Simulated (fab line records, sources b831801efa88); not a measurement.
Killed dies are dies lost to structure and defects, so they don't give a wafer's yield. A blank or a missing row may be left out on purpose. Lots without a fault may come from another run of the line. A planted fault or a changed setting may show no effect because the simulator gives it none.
Which tool did it? | flow sky130 | 6 lots, 18 wafers sampled, at 3 steps of a route of 708

WHAT THE GAUGES READ, wafer by wafer
SKY_NWELL_OVL_MEAS_10.
lot  | measured    | on         | NWELL_00_OVL (nm)
L758 | day 4 19:40 | overlay-01 | 1.3 -0.4 -0.7
L763 | day 6 02:18 | overlay-01 | -1.1 -1.0 -1.8
L765 | day 6 20:28 | overlay-02 | 1.9 1.7 2.9
L767 | day 7 03:58 | overlay-01 | 1.3 0.2 0.5
L772 | day 8 06:35 | overlay-01 | 0.6 0.7 -0.8
L779 | day 9 21:19 | overlay-02 | 0.3 -0.9 0.6

WHICH TOOL RAN EACH LOT (tool, then ch and the chambers of the sampled wafers, then the start)
lot  | SKY_FIELD_ISO_CMP_27         | SKY_PWDE_STRIP_09
L758 | cmp-01 ch 0,1,2, day 2 15:11 | plasma_asher-04 ch 0,1, day 4 02:48
L763 | cmp-02 ch 2,3, day 3 18:08   | plasma_asher-04 ch 0,1, day 5 07:40
L765 | cmp-01 ch 0,1, day 4 09:41   | plasma_asher-01 ch 0,1, day 6 01:44
L767 | cmp-01 ch 1,2, day 4 14:13   | plasma_asher-01 ch 0,1, day 6 08:15
L772 | cmp-02 ch 0,3, day 5 18:30   | plasma_asher-03 ch 0,1, day 7 11:32
L779 | cmp-01 ch 0,2,3, day 7 03:36 | plasma_asher-04 ch 0, day 8 22:55
- SKY_FIELD_ISO_CMP_27: polishes, stops on Si3N4, t overpolish 16 s, target thk 457.8 nm.
- SKY_PWDE_STRIP_09: strips in O2/N2.

THE ANSWER, worked out from the rows above alone
Rule: what is usual is taken from the lots themselves. Put in order of their means at a reading, lots are off if they are a third of the lots or fewer, leave a main group of 4 or more, and stand apart from it by a gap of 3 or more times the standard deviation of the main group's means; of several such gaps the widest counts. A main group whose means are all the same, to the digits that the tables above print for the reading, isn't used. A lot without any number at a reading at which 4 lots or more have one is off too. The other lots that the step has rows for count as sound.
No lot is off at any reading shown: from this, nothing can be told.

WHAT THE SIMULATOR HAD PUT IN
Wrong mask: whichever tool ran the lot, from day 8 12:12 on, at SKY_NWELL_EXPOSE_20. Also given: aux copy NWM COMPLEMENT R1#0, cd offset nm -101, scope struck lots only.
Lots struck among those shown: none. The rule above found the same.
